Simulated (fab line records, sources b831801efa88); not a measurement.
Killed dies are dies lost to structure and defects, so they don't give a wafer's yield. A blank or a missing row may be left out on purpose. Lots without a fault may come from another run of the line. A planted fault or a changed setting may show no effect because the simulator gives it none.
fab line records | flow gf180mcu
record lots=5 wafers=15 last_day=33
route steps=602 shown V5@544 TOP_METAL@567
lots that met no fault: from a run of the same line without faults
start_h: hours from the record's first day to the start of the lot's first wafer shown | wait_h: hours since the lot's step before | " the same as in the row above | L1.1+2: a row that stands for several wafers | - no value, or no start given | * or withheld: withheld | < > ~ a bound
route shown NAME@n: a module of which the file shows steps, and the number in the route of the first | usual: mean/standard deviation of fault-free wafers | same: alike in all rows | chamber/n: place in a boat | sites: the reading at each site | _std_site: their standard deviation | _edge_site: outer sites' mean less inner sites' | radius_mm: how far each site lies from the wafer's centre | mask NAME#n: copy n | behind: the tool/chamber that last shaped the wafer | hold: why the lot was held/for how many hours/how that ended | device: the transistor (n, p or np) that didn't switch | end of line: the same wafers' tests at the end of the route | a step without rows: its recipe alone | killed: dies lost to structure and defects at the first sort, not the wafer's yield | map: a wafer's dies, x killed, . not, _ none there
set.NAME: the setting as run; set.NAME@STEP: as run at that earlier step | model.NAME: the simulator's own value behind a step, which no gauge read
lots at some steps of the route; a table a step, a row a wafer
services: from which hour (start_h, from the record's first day; less than 0 if before it) a tool's chamber was out of use, for how many hours, and why
## steps
# step GF_V5_CMP_04
# recipe material=SiO2 down_force_psi=4 platen_rpm=60 pad_velocity_m_s=0.94248
# usual motor_current_A=12.1/1.1
# columns lot.wafer tool chamber start_h wait_h motor_current_A
L084.1 cmp-02 3 688.08 0.1 10.7
L084.6 " 2 " " 13.2
L084.5 " 3 " " 10.3
L086.4 cmp-01 2 699.79 0.0 12.1
L086.1 " 1 " " 12.0
L086.5 " 2 " " 12.5
L088.2 cmp-01 2 711.27 0.0 11.8
L088.6 " 2 " " 12.7
L088.5 " 3 " " 13.9
L090.4 cmp-01 0 723.89 0.3 10.9
L090.1 " 1 " " 11.5
L090.5 " 3 " " 13.8
L092.3 cmp-01 1 739.17 0.1 11.5
L092.4 " 3 " " 13.0
L092.5 " 1 " " 12.3
# step GF_V5_BOW_MEAS_05
# recipe mode=bow
# usual V5_BOW=131/8.5
# columns lot.wafer tool chamber start_h wait_h V5_BOW[um]
L084.1 film_metro-02 - 688.33 0.2 134
L084.5 " - " " 127
L084.6 " - " " 121
L086.1 film_metro-04 - 700.09 0.1 108
L086.4 " - " " 131
L086.5 " - " " 135
L088.2 film_metro-04 - 711.59 0.3 127
L088.5 " - " " 153
L088.6 " - " " 152
L090.1 film_metro-03 - 724.15 0.2 137
L090.4 " - " " 131
L090.5 " - " " 128
L092.3 film_metro-03 - 739.46 0.2 124
L092.4 " - " " 137
L092.5 " - " " 139
# step GF_V5_DEHYDRATE_06
# recipe temp_c=200 time_s=60
# columns lot.wafer tool chamber start_h wait_h
L084.1+5+6 litho_track-01 0 696.87 8.5
L086.1+4+5 litho_track-01 0 708.47 8.4
L088.2+5+6 litho_track-03 0 719.88 8.3
L090.1+4+5 litho_track-03 0 732.31 8.1
L092.3+4+5 litho_track-03 0 747.26 7.8
# step GF_V5_HMDS_07
# recipe prime_time_s=60 prime_temp_c=120
# columns lot.wafer tool chamber start_h wait_h
L084.1+5+6 litho_track-01 0 697.02 0.1
L086.1+4+5 litho_track-01 0 708.62 0.1
L088.2+5+6 litho_track-03 0 720.03 0.1
L090.1+4+5 litho_track-03 0 732.46 0.1
L092.3+4+5 litho_track-03 0 747.41 0.1
# step GF_V5_COAT_08
# recipe resist=BARC temp_c=withheld time_s=withheld spin_rpm=withheld resist_thk_nm=withheld
# usual dispense_pressure_kPa=48/5.1
# columns lot.wafer tool chamber start_h wait_h dispense_pressure_kPa
L084.1 litho_track-01 0 697.17 0.1 43
L084.5 " 0 " " 43
L084.6 " 0 " " 43
L086.1 litho_track-01 0 708.77 0.1 43
L086.4 " 0 " " 43
L086.5 " 0 " " 43
L088.2 litho_track-03 0 720.18 0.1 55
L088.5 " 0 " " 55
L088.6 " 0 " " 55
L090.1 litho_track-03 0 732.61 0.1 55
L090.4 " 0 " " 55
L090.5 " 0 " " 55
L092.3 litho_track-03 0 747.56 0.1 55
L092.4 " 0 " " 55
L092.5 " 0 " " 55
# step GF_V5_COAT_09
# recipe resist=KrF spin_rpm=withheld resist_thk_nm=1000
# usual dispense_pressure_kPa=48/5.2
# columns lot.wafer tool chamber start_h wait_h dispense_pressure_kPa
L084.1 litho_track-01 0 - - 43
L084.5 " 0 " " 43
L084.6 " 0 " " 43
L086.1 litho_track-01 0 - - 43
L086.4 " 0 " " 43
L086.5 " 0 " " 43
L088.2 litho_track-03 0 - - 55
L088.5 " 0 " " 55
L088.6 " 0 " " 55
L090.1 litho_track-03 0 - - 55
L090.4 " 0 " " 55
L090.5 " 0 " " 55
L092.3 litho_track-03 0 - - 55
L092.4 " 0 " " 55
L092.5 " 0 " " 55
# step GF_V5_SOFTBAKE_10
# recipe temp_c=130 time_s=60 resist=KrF
# columns lot.wafer tool chamber start_h wait_h
L084.1+5+6 litho_track-01 0 - -
L086.1+4+5 litho_track-01 0 - -
L088.2+5+6 litho_track-03 0 - -
L090.1+4+5 litho_track-03 0 - -
L092.3+4+5 litho_track-03 0 - -
# step GF_V5_EXPOSE_11
# recipe mask_id=Via5 target_cd_nm=260 na=0.68 source_shape=conventional sigma_outer=0.6 dose_mj=38
# columns lot.wafer tool chamber start_h wait_h mask
L084.1+5+6 krf_scanner-02 0 - - Via5#0
L086.1+4+5 krf_scanner-02 0 - - Via5#0
L088.2+5+6 krf_scanner-02 0 - - Via5#0
L090.1+4+5 krf_scanner-02 0 - - Via5#0
L092.3+4+5 krf_scanner-02 0 - - Via5#0
# step GF_V5_PEB_12
# recipe peb_temp_c=135 peb_time_s=90 resist=KrF
# columns lot.wafer tool chamber start_h wait_h
L084.1+5+6 litho_track-01 0 - -
L086.1+4+5 litho_track-02 0 - -
L088.2+5+6 litho_track-03 0 - -
L090.1+4+5 litho_track-02 0 - -
L092.3+4+5 litho_track-02 0 - -
# step GF_V5_DEVELOP_13
# recipe develop_time_s=60 resist=KrF dev_temp_c=21
# columns lot.wafer tool chamber start_h wait_h
L084.1+5+6 litho_track-01 0 706.12 0.2
L086.1+4+5 litho_track-02 0 717.65 0.2
L088.2+5+6 litho_track-03 0 729.08 0.2
L090.1+4+5 litho_track-02 0 741.00 0.2
L092.3+4+5 litho_track-02 0 755.70 0.1
# step GF_V5_CD_MEAS_14
# recipe target_cd_nm=260
# usual cd_nm=260.1/1.3
# columns lot.wafer tool chamber start_h wait_h cd_nm
L084.1 cd_sem-01 - 706.27 0.1 260.4
L084.5 " - " " 260.7
L084.6 " - " " 259.1
L086.1 cd_sem-01 - 717.80 0.1 257.6
L086.4 " - " " 257.8
L086.5 " - " " 258.6
L088.2 cd_sem-02 - 729.23 0.1 260.2
L088.5 " - " " 259.8
L088.6 " - " " 259.7
L090.1 cd_sem-01 - 741.15 0.1 259.0
L090.4 " - " " 258.9
L090.5 " - " " 258.9
L092.3 cd_sem-01 - 755.84 0.1 259.3
L092.4 " - " " 259.4
L092.5 " - " " 259.8
# step GF_V5_OVL_MEAS_15
# usual V5_OVL=-2/6.2
# columns lot.wafer tool chamber start_h wait_h V5_OVL[nm]
L084.1 overlay-02 - 706.39 0.1 -13
L084.5 " - " " -13
L084.6 " - " " -12
L086.1 overlay-01 - 717.92 0.1 7
L086.4 " - " " 3
L086.5 " - " " 3
L088.2 overlay-02 - 729.33 0.1 3
L088.5 " - " " -3
L088.6 " - " " 2
L090.1 overlay-01 - 741.27 0.1 2
L090.4 " - " " 4
L090.5 " - " " -3
L092.3 overlay-02 - 755.93 0.1 9
L092.4 " - " " 1
L092.5 " - " " 1
# step GF_V5_ETCH_16
# recipe chemistry=N2/H2 target_depth_a=withheld overetch_a=withheld time_s=withheld target=BARC ion_energy_ev=200 source_w=500 bias_w=100 pressure_mtorr=30 n2_flow_sccm=100 h2_flow_sccm=200
# usual drypump_motor_current_A=6.0/0.49 oes_product_au=0.855/0.0051 rf_fwd_power_W=494.8/1.8 throttle_valve_pct=13.226/0.0095
# columns lot.wafer tool chamber start_h wait_h drypump_motor_current_A oes_product_au rf_fwd_power_W throttle_valve_pct
L084.1 rie_diel-02 3 706.42 0.0 5.8 0.852 493.5 13.220
L084.5 " 0 " " 5.9 0.851 493.9 13.219
L084.6 " 1 " " 5.7 0.855 492.6 13.233
L086.1 rie_diel-04 3 717.95 0.0 6.0 0.850 497.4 13.235
L086.4 " 2 " " 6.5 0.858 492.0 13.220
L086.5 " 2 " " 6.5 0.851 493.5 13.206
L088.2 rie_diel-04 0 729.36 0.0 6.6 0.848 496.5 13.229
L088.5 " 0 " " 6.6 0.853 494.3 13.231
L088.6 " 1 " " 6.4 0.849 494.0 13.231
L090.1 rie_diel-01 0 741.30 0.0 5.6 0.859 492.9 13.231
L090.4 " 2 " " 4.8 0.859 498.2 13.220
L090.5 " 3 " " 6.1 0.851 494.8 13.224
L092.3 rie_diel-01 2 755.95 0.0 4.8 0.849 497.5 13.229
L092.4 " 1 " " 6.0 0.857 493.3 13.240
L092.5 " 2 " " 4.8 0.855 496.3 13.236
# step GF_V5_ETCH_17
# recipe chemistry=C4F8/O2/Ar mask_material=KrF target=SiO2 stop_on=TiN source_w=1500 bias_w=1200 pressure_mtorr=40 c4f8_flow_sccm=withheld O2_flow_sccm=6 Ar_flow_sccm=300 time_s=withheld target_depth_a=8550
# usual oes_product_au=0.860/0.0053 rf_fwd_power_W=1495/4.9
# columns lot.wafer tool chamber start_h wait_h oes_product_au rf_fwd_power_W
L084.1 rie_diel-02 3 - - 0.862 1496
L084.5 " 0 " " 0.851 1499
L084.6 " 1 " " 0.862 1494
L086.1 rie_diel-04 3 - - 0.863 1504
L086.4 " 2 " " 0.854 1492
L086.5 " 2 " " 0.856 1495
L088.2 rie_diel-04 0 - - 0.851 1494
L088.5 " 0 " " 0.859 1494
L088.6 " 1 " " 0.862 1494
L090.1 rie_diel-01 0 - - 0.866 1499
L090.4 " 2 " " 0.864 1495
L090.5 " 3 " " 0.858 1491
L092.3 rie_diel-01 2 - - 0.861 1493
L092.4 " 1 " " 0.868 1492
L092.5 " 2 " " 0.854 1492
# step GF_V5_STRIP_18
# recipe chemistry=O2/N2 power_w=1400 pressure_mtorr=1500 platen_temp_c=250 o2_flow_sccm=3000 n2_flow_sccm=300 overash_fraction=0.5
# usual drypump_motor_current_A=5.64/0.14 heater_power_w=319/37 oes_product_au=0.568/0.0047
# columns lot.wafer tool chamber start_h wait_h drypump_motor_current_A heater_power_w oes_product_au rf_hours_counter_h
L084.1 plasma_asher-01 0 706.58 - 5.74 291 0.560 57
L084.5 " 0 " " 5.74 287 0.566 -
L084.6 " 1 " " 5.57 385 0.560 -
L086.1 plasma_asher-03 0 718.10 - 5.75 290 0.574 109
L086.4 " 0 " " 5.77 288 0.564 -
L086.5 " 1 " " 5.42 346 0.569 -
L088.2 plasma_asher-02 0 729.52 - 5.63 320 0.567 97
L088.5 " 0 " " 5.68 322 0.575 -
L088.6 " 1 " " 5.76 285 0.569 -
L090.1 plasma_asher-02 0 741.45 - 5.64 324 0.566 99
L090.4 " 1 " " 5.77 287 0.566 -
L090.5 " 0 " " 5.64 324 0.570 -
L092.3 plasma_asher-01 1 756.14 - 5.59 393 0.562 -
L092.4 " 0 " " 5.73 293 0.567 -
L092.5 " 0 " " 5.75 295 0.567 -
# step GF_V5_STRIP_19
# recipe chemistry=post_etch_residue_remover time_s=1200 temp_c=72.5
# columns lot.wafer tool chamber start_h wait_h
L084.1+5+6 wet_bench-03 2 706.68 0.1
L086.1+4+5 wet_bench-02 0 718.20 0.1
L088.2+5+6 wet_bench-01 0 729.62 0.1
L090.1+4+5 wet_bench-01 1 741.55 0.1
L092.3+4+5 wet_bench-01 3 756.20 0.0
# step GF_V5_CLEAN_20
# recipe chemistry=DIW dry=n2_spin
# columns lot.wafer tool chamber start_h wait_h
L084.1+5+6 wet_bench-01 1 707.05 0.0
L086.1+4+5 wet_bench-02 3 718.58 0.0
L088.2+5+6 wet_bench-01 0 729.96 0.0
L090.1+4+5 wet_bench-02 2 741.90 0.0
L092.3+4+5 wet_bench-01 3 756.58 0.0
# step GF_V5_SPUTTER_21
# recipe material=Ti target_thk_nm=15 chamber_pressure_pa=5 power_w=2500 substrate_temp_c=200 time_s=80.02
# usual throttle_valve_pct=30.1/0.92
# columns lot.wafer tool chamber start_h wait_h throttle_valve_pct
L084.1 pvd_sputter-04 - 707.23 0.0 29.1
L084.5 " - " " 29.7
L084.6 " - " " 29.0
L086.1 pvd_sputter-02 - 718.68 0.0 30.0
L086.4 " - " " 31.1
L086.5 " - " " 30.3
L088.2 pvd_sputter-02 - 730.05 0.0 30.2
L088.5 " - " " 31.1
L088.6 " - " " 30.4
L090.1 pvd_sputter-02 - 741.99 0.0 31.3
L090.4 " - " " 30.8
L090.5 " - " " 31.3
L092.3 pvd_sputter-02 - 756.68 0.0 31.1
L092.4 " - " " 30.9
L092.5 " - " " 30.5
# step GF_V5_SPUTTER_22
# recipe material=TiN target_thk_nm=10 chamber_pressure_pa=5 power_w=4000 time_s=40
# usual throttle_valve_pct=30.1/0.89
# columns lot.wafer tool chamber start_h wait_h throttle_valve_pct
L084.1 pvd_sputter-04 - 707.29 0.0 28.8
L084.5 " - " " 29.7
L084.6 " - " " 29.1
L086.1 pvd_sputter-02 - 718.74 0.0 30.4
L086.4 " - " " 31.1
L086.5 " - " " 30.1
L088.2 pvd_sputter-02 - 730.11 0.0 30.5
L088.5 " - " " 30.8
L088.6 " - " " 30.4
L090.1 pvd_sputter-02 - 742.05 0.0 31.0
L090.4 " - " " 30.9
L090.5 " - " " 31.2
L092.3 pvd_sputter-02 - 756.74 0.0 31.2
L092.4 " - " " 31.0
L092.5 " - " " 30.7
# step GF_V5_CVD_23
# recipe material=W target_thk_nm=350 time_s=104.9 temp_c=400 pressure_torr=40
# usual heater_power_w=868/91
# columns lot.wafer tool chamber start_h wait_h heater_power_w
L084.1 cvd_w-02 0 707.33 0.0 919
L084.5 " 0 " " 905
L084.6 " 1 " " 856
L086.1 cvd_w-01 1 718.78 0.0 731
L086.4 " 0 " " 973
L086.5 " 0 " " 993
L088.2 cvd_w-01 1 730.15 0.0 749
L088.5 " 0 " " 1001
L088.6 " 1 " " 720
L090.1 cvd_w-02 1 742.09 0.0 829
L090.4 " 0 " " 896
L090.5 " 0 " " 914
L092.3 cvd_w-02 1 756.81 0.1 842
L092.4 " 0 " " 937
L092.5 " 0 " " 887
# step GF_V5_RS_MEAS_24
# recipe thk_meas_gauge=four-point-probe reads=W_of_V5_CVD_23+TiN_of_V5_SPUTTER_22+Ti_of_V5_SPUTTER_21
# usual V5_W_RS=0.330/0.0041
# columns lot.wafer tool chamber start_h wait_h V5_W_RS[ohm/sq]
L084.1 film_metro-04 - 707.44 0.1 0.335
L084.5 " - " " 0.326
L084.6 " - " " 0.325
L086.1 film_metro-02 - 718.89 0.1 0.325
L086.4 " - " " 0.332
L086.5 " - " " 0.328
L088.2 film_metro-02 - 730.28 0.1 0.329
L088.5 " - " " 0.328
L088.6 " - " " 0.330
L090.1 film_metro-03 - 742.20 0.1 0.326
L090.4 " - " " 0.329
L090.5 " - " " 0.332
L092.3 film_metro-02 - 756.93 0.1 0.322
L092.4 " - " " 0.325
L092.5 " - " " 0.324
# step GF_V5_THK_MEAS_25
# recipe thk_meas_gauge=xrf reads=W_of_V5_CVD_23
# usual V5_W_THK=332/6.4
# columns lot.wafer tool chamber start_h wait_h V5_W_THK[nm]
L084.1 film_metro-04 - 707.56 0.1 327
L084.5 " - " " 337
L084.6 " - " " 338
L086.1 film_metro-02 - 719.01 0.1 333
L086.4 " - " " 324
L086.5 " - " " 329
L088.2 film_metro-02 - 730.39 0.1 326
L088.5 " - " " 328
L088.6 " - " " 325
L090.1 film_metro-03 - 742.32 0.1 345
L090.4 " - " " 341
L090.5 " - " " 338
L092.3 film_metro-02 - 757.03 0.1 335
L092.4 " - " " 334
L092.5 " - " " 335
# step GF_V5_CMP_26
# recipe stop_on=SiO2 down_force_psi=3.5 platen_rpm=60 t_overpolish_s=15 target_thk_nm=0 pad_velocity_m_s=0.94248
# usual motor_current_A=11.2/0.89 overpolish_run_s=15.000/0.0088 time_to_endpoint_s=86/3
# columns lot.wafer tool chamber start_h wait_h motor_current_A overpolish_run_s time_to_endpoint_s
L084.1 cmp-02 2 707.67 0.1 12.8 14.989 83
L084.5 " 1 " " 11.9 15.009 85
L084.6 " 2 " " 12.8 15.001 85
L086.1 cmp-02 3 719.12 0.1 9.9 15.001 85
L086.4 " 1 " " 11.7 15.001 83
L086.5 " 2 " " 11.9 14.995 85
L088.2 cmp-02 0 730.59 0.2 11.1 15.002 86
L088.5 " 1 " " 11.7 15.011 88
L088.6 " 2 " " 12.7 14.991 86
L090.1 cmp-01 1 742.48 0.1 11.6 14.995 85
L090.4 " 2 " " 11.5 14.993 86
L090.5 " 3 " " 12.4 14.999 86
L092.3 cmp-02 0 757.07 0.0 11.2 14.997 87
L092.4 " 2 " " 12.7 15.010 84
L092.5 " 0 " " 11.2 15.005 87
# step GF_TOP_METAL_SPUTTER_00
# recipe material=Ti target_thk_nm=37.5 arriving_ion_energy_ev=80 substrate_temp_c=200 chamber_pressure_pa=2 power_w=4000 time_s=150
# usual throttle_valve_pct=30.2/0.82
# columns lot.wafer tool chamber start_h wait_h throttle_valve_pct
L084.1 pvd_sputter-02 - 707.92 0.2 31.9
L084.5 " - " " 31.1
L084.6 " - " " 31.9
L086.1 pvd_sputter-03 - 719.37 0.2 30.2
L086.4 " - " " 28.9
L086.5 " - " " 30.7
L088.2 pvd_sputter-02 - 730.74 0.1 31.4
L088.5 " - " " 30.3
L088.6 " - " " 31.1
L090.1 pvd_sputter-04 - 742.68 0.1 30.4
L090.4 " - " " 29.7
L090.5 " - " " 29.1
L092.3 pvd_sputter-02 - 757.37 0.2 31.2
L092.4 " - " " 30.3
L092.5 " - " " 30.8
# step GF_TOP_METAL_SPUTTER_01
# recipe material=TiN target_thk_nm=30 power_w=6500 time_s=25 chamber_pressure_pa=0.4
# usual throttle_valve_pct=30.1/0.83
# columns lot.wafer tool chamber start_h wait_h throttle_valve_pct
L084.1 pvd_sputter-02 - 708.02 0.1 32.3
L084.5 " - " " 31.2
L084.6 " - " " 31.7
L086.1 pvd_sputter-03 - 719.47 0.1 29.9
L086.4 " - " " 29.2
L086.5 " - " " 30.5
L088.2 pvd_sputter-02 - 730.84 0.1 31.0
L088.5 " - " " 30.2
L088.6 " - " " 31.1
L090.1 pvd_sputter-04 - 742.78 0.1 30.2
L090.4 " - " " 29.8
L090.5 " - " " 29.0
L092.3 pvd_sputter-02 - 757.47 0.1 31.1
L092.4 " - " " 30.0
L092.5 " - " " 30.8
# step GF_TOP_METAL_SPUTTER_02
# recipe material=AlCu target_thk_nm=900 power_w=10600 chamber_pressure_pa=0.3 substrate_temp_c=250 gas=Ar time_s=47.82
# usual throttle_valve_pct=30.1/0.82
# columns lot.wafer tool chamber start_h wait_h throttle_valve_pct
L084.1 pvd_sputter-02 - 708.06 0.0 32.0
L084.5 " - " " 31.2
L084.6 " - " " 31.9
L086.1 pvd_sputter-03 - 719.50 0.0 29.8
L086.4 " - " " 29.2
L086.5 " - " " 30.2
L088.2 pvd_sputter-02 - 730.87 0.0 31.0
L088.5 " - " " 30.2
L088.6 " - " " 31.5
L090.1 pvd_sputter-04 - 742.81 0.0 29.9
L090.4 " - " " 29.6
L090.5 " - " " 29.1
L092.3 pvd_sputter-02 - 757.50 0.0 31.2
L092.4 " - " " 30.3
L092.5 " - " " 30.9
# step GF_TOP_METAL_SPUTTER_03
# recipe material=Ti target_thk_nm=5 substrate_temp_c=300 chamber_pressure_pa=0.3 power_w=3000 time_s=3.3
# usual throttle_valve_pct=30.1/0.82
# columns lot.wafer tool chamber start_h wait_h throttle_valve_pct
L084.1 pvd_sputter-02 - 708.10 0.0 31.7
L084.5 " - " " 31.2
L084.6 " - " " 31.8
L086.1 pvd_sputter-03 - 719.54 0.0 29.9
L086.4 " - " " 29.1
L086.5 " - " " 30.7
L088.2 pvd_sputter-02 - 730.92 0.0 31.1
L088.5 " - " " 30.2
L088.6 " - " " 31.3
L090.1 pvd_sputter-04 - 742.85 0.0 30.2
L090.4 " - " " 30.0
L090.5 " - " " 29.2
L092.3 pvd_sputter-02 - 757.54 0.0 31.3
L092.4 " - " " 30.4
L092.5 " - " " 30.8
# step GF_TOP_METAL_SPUTTER_04
# recipe material=TiN target_thk_nm=25 power_w=6500 time_s=20.8 chamber_pressure_pa=0.4
# usual throttle_valve_pct=30.1/0.83
# columns lot.wafer tool chamber start_h wait_h throttle_valve_pct
L084.1 pvd_sputter-02 - 708.12 0.0 31.8
L084.5 " - " " 31.2
L084.6 " - " " 31.7
L086.1 pvd_sputter-03 - 719.56 0.0 29.7
L086.4 " - " " 29.0
L086.5 " - " " 30.3
L088.2 pvd_sputter-02 - 730.94 0.0 31.5
L088.5 " - " " 30.3
L088.6 " - " " 31.4
L090.1 pvd_sputter-04 - 742.87 0.0 30.1
L090.4 " - " " 29.8
L090.5 " - " " 29.0
L092.3 pvd_sputter-02 - 757.56 0.0 31.1
L092.4 " - " " 30.0
L092.5 " - " " 30.5
# step GF_TOP_METAL_RS_MEAS_05
# recipe thk_meas_gauge=four-point-probe reads=TiN_of_TOP_METAL_SPUTTER_04+Ti_of_TOP_METAL_SPUTTER_03+AlCu_of_TOP_METAL_SPUTTER_02+TiN_of_TOP_METAL_SPUTTER_01+Ti_of_TOP_METAL_SPUTTER_00
# usual TOP_METAL_ALCU_RS=0.0329/0.00031
# columns lot.wafer tool chamber start_h wait_h TOP_METAL_ALCU_RS[ohm/sq]
L084.1 film_metro-04 - 708.15 0.0 0.0328
L084.5 " - " " 0.0325
L084.6 " - " " 0.0328
L086.1 film_metro-01 - 719.59 0.0 0.0330
L086.4 " - " " 0.0330
L086.5 " - " " 0.0327
L088.2 film_metro-02 - 730.98 0.0 0.0329
L088.5 " - " " 0.0329
L088.6 " - " " 0.0330
L090.1 film_metro-02 - 742.90 0.0 0.0328
L090.4 " - " " 0.0329
L090.5 " - " " 0.0327
L092.3 film_metro-04 - 757.63 0.1 0.0334
L092.4 " - " " 0.0332
L092.5 " - " " 0.0335
# step GF_TOP_METAL_THK_MEAS_06
# recipe thk_meas_gauge=xrf reads=AlCu_of_TOP_METAL_SPUTTER_02
# usual TOP_METAL_ALCU_THK=899/10
# columns lot.wafer tool chamber start_h wait_h TOP_METAL_ALCU_THK[nm]
L084.1 film_metro-04 - 708.27 0.1 903
L084.5 " - " " 911
L084.6 " - " " 905
L086.1 film_metro-01 - 719.71 0.1 892
L086.4 " - " " 890
L086.5 " - " " 902
L088.2 film_metro-02 - 731.09 0.1 896
L088.5 " - " " 903
L088.6 " - " " 894
L090.1 film_metro-02 - 743.02 0.1 894
L090.4 " - " " 902
L090.5 " - " " 902
L092.3 film_metro-04 - 757.73 0.1 886
L092.4 " - " " 896
L092.5 " - " " 883
# step GF_TOP_METAL_DEHYDRATE_07
# recipe temp_c=200 time_s=60
# columns lot.wafer tool chamber start_h wait_h
L084.1+5+6 litho_track-02 0 716.85 8.6
L086.1+4+5 litho_track-02 0 728.25 8.5
L088.2+5+6 litho_track-03 0 739.38 8.3
L090.1+4+5 litho_track-02 0 750.60 7.6
L092.3+4+5 litho_track-02 0 765.65 7.9
# step GF_TOP_METAL_HMDS_08
# recipe prime_time_s=60 prime_temp_c=120
# columns lot.wafer tool chamber start_h wait_h
L084.1+5+6 litho_track-02 0 717.00 0.1
L086.1+4+5 litho_track-02 0 728.40 0.1
L088.2+5+6 litho_track-03 0 739.53 0.1
L090.1+4+5 litho_track-02 0 750.75 0.1
L092.3+4+5 litho_track-02 0 765.80 0.1
# step GF_TOP_METAL_COAT_09
# recipe resist=NOVOLAK spin_rpm=3000 resist_thk_nm=1500
# usual dispense_pressure_kPa=50/5
# columns lot.wafer tool chamber start_h wait_h dispense_pressure_kPa
L084.1 litho_track-02 0 717.15 0.1 45
L084.5 " 0 " " 45
L084.6 " 0 " " 45
L086.1 litho_track-02 0 728.55 0.1 45
L086.4 " 0 " " 45
L086.5 " 0 " " 45
L088.2 litho_track-03 0 739.68 0.1 55
L088.5 " 0 " " 55
L088.6 " 0 " " 55
L090.1 litho_track-02 0 750.90 0.1 45
L090.4 " 0 " " 45
L090.5 " 0 " " 45
L092.3 litho_track-02 0 765.95 0.1 45
L092.4 " 0 " " 45
L092.5 " 0 " " 45
# step GF_TOP_METAL_SOFTBAKE_10
# recipe temp_c=90 time_s=60 resist=NOVOLAK
# columns lot.wafer tool chamber start_h wait_h
L084.1+5+6 litho_track-02 0 717.30 0.1
L086.1+4+5 litho_track-02 0 728.70 0.1
L088.2+5+6 litho_track-03 0 739.83 0.1
L090.1+4+5 litho_track-02 0 751.05 0.1
L092.3+4+5 litho_track-02 0 766.10 0.1
## services
# columns tool chamber start_h hours kind
cvd_w-02 - 669.01 6.0 pm
cmp-02 - 669.67 9.1 pm
plasma_asher-02 - 671.85 3.1 repair
pvd_sputter-03 - 673.41 5.4 repair
rie_diel-04 0 688.39 2.1 repair
krf_scanner-02 - 691.76 1.7 repair
plasma_asher-01 - 701.82 2.8 pm
rie_diel-01 0 703.86 2.8 repair
wet_bench-03 - 712.50 64.2 pm
pvd_sputter-03 1 719.59 - consumable_replace:kit
pvd_sputter-03 1 719.59 18.0 scheduled_down
plasma_asher-01 - 724.21 0.6 repair
cmp-02 - 725.88 0.2 repair
plasma_asher-02 - 728.11 0.5 repair
pvd_sputter-04 - 728.38 2.4 repair
krf_scanner-02 - 731.36 0.8 pm
plasma_asher-03 - 733.75 9.0 pm
plasma_asher-01 - 737.63 5.1 repair
cmp-02 - 745.33 4.0 pm
pvd_sputter-04 - 754.73 2.8 repair
pvd_sputter-04 2 759.24 - consumable_replace:kit
pvd_sputter-04 2 759.24 18.0 scheduled_down
pvd_sputter-04 2 759.24 18.0 vent_cycle
cmp-01 - 764.01 1.7 repair
## key
fault none
